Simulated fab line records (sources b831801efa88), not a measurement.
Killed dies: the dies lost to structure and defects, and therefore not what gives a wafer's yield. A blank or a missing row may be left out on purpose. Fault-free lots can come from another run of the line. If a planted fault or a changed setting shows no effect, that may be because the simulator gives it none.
Split-lot trial | flow gf180mcu | 23 wafers read across 5 lots, on a route 602 steps long

ABOUT THE SPLIT
At GF_V1_SPUTTER_21 (material Ti, target thk 15 nm, time 80.02 s), the setting power-w was moved away from the recipe's 2500 W on 8 of the 23 wafers read, by -8.2% to -6.4%. All remaining wafers had this setting at the recipe value.

The reading comes from the split's own step.

THE READING
Ti_of_V1_SPUTTER_21.thk-nm (the simulator's own value, which no gauge read), in nm, at GF_V1_SPUTTER_21 (material Ti, target thk 15 nm, time 80.02 s). The file does not state a usual value for it. Across the 15 wafers here that went through the recipe, the average is 15.12 nm and the standard deviation 0.18 nm.

wafer  | tool, chamber at the split | power-w as run, W | against the recipe | Ti_of_V1_SPUTTER_21.thk-nm, nm | against lot-mates on the recipe
L074.1 | pvd-sputter-03, -          | 2320              | -7.2%              | 13.9                           | -0.99
L074.2 | pvd-sputter-03, -          | 2320              | -7.2%              | 14.07                          | -0.82
L074.3 | pvd-sputter-03, -          | 2320              | -7.2%              | 13.76                          | -1.13
L074.4 | pvd-sputter-03, -          | 2500              | recipe             | 14.95                          | -
L074.5 | pvd-sputter-03, -          | 2500              | recipe             | 14.84                          | -
L078.1 | pvd-sputter-04, -          | 2500              | recipe             | 15.21                          | -
L078.3 | pvd-sputter-04, -          | 2340              | -6.4%              | 14.41                          | -0.86
L078.4 | pvd-sputter-04, -          | 2500              | recipe             | 15.33                          | -
L078.5 | pvd-sputter-04, -          | 2340              | -6.4%              | 14.3                           | -0.97
L078.6 | pvd-sputter-04, -          | 2500              | recipe             | 15.28                          | -
L082.1 | pvd-sputter-04, -          | 2500              | recipe             | 14.91                          | -
L082.3 | pvd-sputter-04, -          | 2500              | recipe             | 15                             | -
L082.4 | pvd-sputter-04, -          | 2500              | recipe             | 14.89                          | -
L082.5 | pvd-sputter-04, -          | 2500              | recipe             | 14.96                          | -
L082.6 | pvd-sputter-04, -          | 2500              | recipe             | 15.02                          | -
L084.1 | pvd-sputter-03, -          | 2294              | -8.2%              | 13.94                          | -1.41
L084.3 | pvd-sputter-03, -          | 2294              | -8.2%              | 14.19                          | -1.16
L084.4 | pvd-sputter-03, -          | 2500              | recipe             | 15.31                          | -
L084.5 | pvd-sputter-03, -          | 2294              | -8.2%              | 13.99                          | -1.36
L084.6 | pvd-sputter-03, -          | 2500              | recipe             | 15.39                          | -
L085.3 | pvd-sputter-04, -          | 2500              | recipe             | 15.08                          | -
L085.5 | pvd-sputter-04, -          | 2500              | recipe             | 15.28                          | -
L085.6 | pvd-sputter-04, -          | 2500              | recipe             | 15.33                          | -

THE FIT
A straight line over all 23 wafers: Ti_of_V1_SPUTTER_21.thk-nm changes by +0.142 nm for each +1% of power-w; r = +0.94; the points scatter about the line by 0.19 nm.
The same after taking each lot's own level away (the mean of its wafers on the recipe; 23 wafers): +0.149 nm for each +1%; r = +0.98; scatter 0.097 nm.
According to that fit, moving power-w by its largest amount changes the reading by 1.2 nm.
Measured against the standard deviation above, the lots' own levels, which go from 14.895 to 15.350 nm, span 2.5 times it.
The two slopes are in agreement: the lot-to-lot level therefore moves the slope only a little.
Check: for one of the wafers moved furthest among these (-8.2%), held out of the fit, the line's prediction against its lot-mates is -1.19 nm. Against them it came out at -1.41 nm.

FURTHER SPLITS ON THESE WAFERS
Before the reading, these wafers also passed through other splits. Each is held against what the fit with the lots' levels taken away leaves over:
other split on the same wafers | wafers away from the commonest value | r with Ti_of_V1_SPUTTER_21.thk-nm (lot level and that fit taken away)
GF_V1_PEB_12 peb-temp-c        | 5                                    | +0.26

FILE'S OWN FIT
Ti_of_V1_SPUTTER_21.thk-nm changes by +0.148 nm for each +1% of power-w, r = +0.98.
